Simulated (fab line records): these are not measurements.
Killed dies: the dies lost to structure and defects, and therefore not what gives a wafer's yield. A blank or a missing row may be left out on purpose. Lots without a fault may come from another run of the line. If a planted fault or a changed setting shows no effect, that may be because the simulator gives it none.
Matching of chambers    flow sky130    cmp-02 running SKY_VIA3_CMP_24: 4 sister chambers
The step polishes, stops on SiO2, t overpolish 20 s, target thk 0 nm. 16 wafers are shown with their chamber, then 8 later ones without.

== WAFERS PAIRED WITH THEIR CHAMBERS ==
wafer   chamber  motorCurrentA (A)  timeToEndpointS (s)  platenRpm (rpm)
L380.1  3        10.1               96                   59.99
L380.2  2        11.0               95                   60.03
L380.6  2        11.2               93                   60.02
L384.2  2        11.0               93                   60.04
L384.4  3        9.9                96                   59.95
L384.5  3        10.1               97                   59.98
L390.2  1        12.6               92                   59.98
L390.4  3        10.4               95                   60.03
L390.5  1        12.2               93                   60.01
L391.1  1        13.6               93                   60.07
L391.5  0        11.7               96                   59.98
L391.6  3        10.5               94                   60.04
L393.1  0        11.5               95                   59.98
L393.5  0        11.6               97                   59.98
L393.6  3        10.1               95                   60.07
L394.3  0        11.9               95                   59.99

SIGNATURES (means of the wafers above)
reading          chamber 0  chamber 1  chamber 2  chamber 3  scatter within a chamber
motorCurrentA    11.675     12.800     11.067     10.183     0.342
timeToEndpointS  95.75      92.67      93.67      95.50      0.982
platenRpm        59.9825    60.0200    60.0300    60.0100    0.0345
Rule: for each reading, subtract the chamber's mean from the wafer's reading, divide by that reading's scatter and square the result; add these up over the readings and take the root, which gives the wafer's distance from the chamber. If the next closest chamber is less than 2 further off than the closest, the wafer can't be placed; otherwise it belongs to the closest. The scatter: take each reading less its chamber's mean, square it, sum over the shown wafers, divide by the number of wafers less the number of chambers, and take the root.

== WAFERS WHOSE CHAMBER IS MISSING ==
wafer   motorCurrentA (A)  timeToEndpointS (s)  platenRpm (rpm)
L394.5  12.5               93                   60.07
L394.6  11.8               98                   59.96
L398.2  11.3               92                   59.97
L398.4  11.4               93                   59.95
L398.6  10.4               91                   59.96
L400.1  10.8               92                   60.01
L400.3  11.2               94                   60.03
L400.4  11.4               95                   60.01

== CHAMBER TAKEN BY EACH ==
wafer    from the rows above            in truth
L394.5   1                              1
L394.6   0                              0
L398.2   can't be placed: 2 or 0        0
L398.4   can't be placed: 2 or 0 or 1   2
L398.6   can't be placed: 2 or 3        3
L400.1   2                              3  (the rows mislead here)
L400.3   2                              2
L400.4   can't be placed: 0 or 2        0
Placed correctly: 3 of 8. These rows do not allow placing 4 (true chamber among the candidates in 4). Wrongly placed: 1.
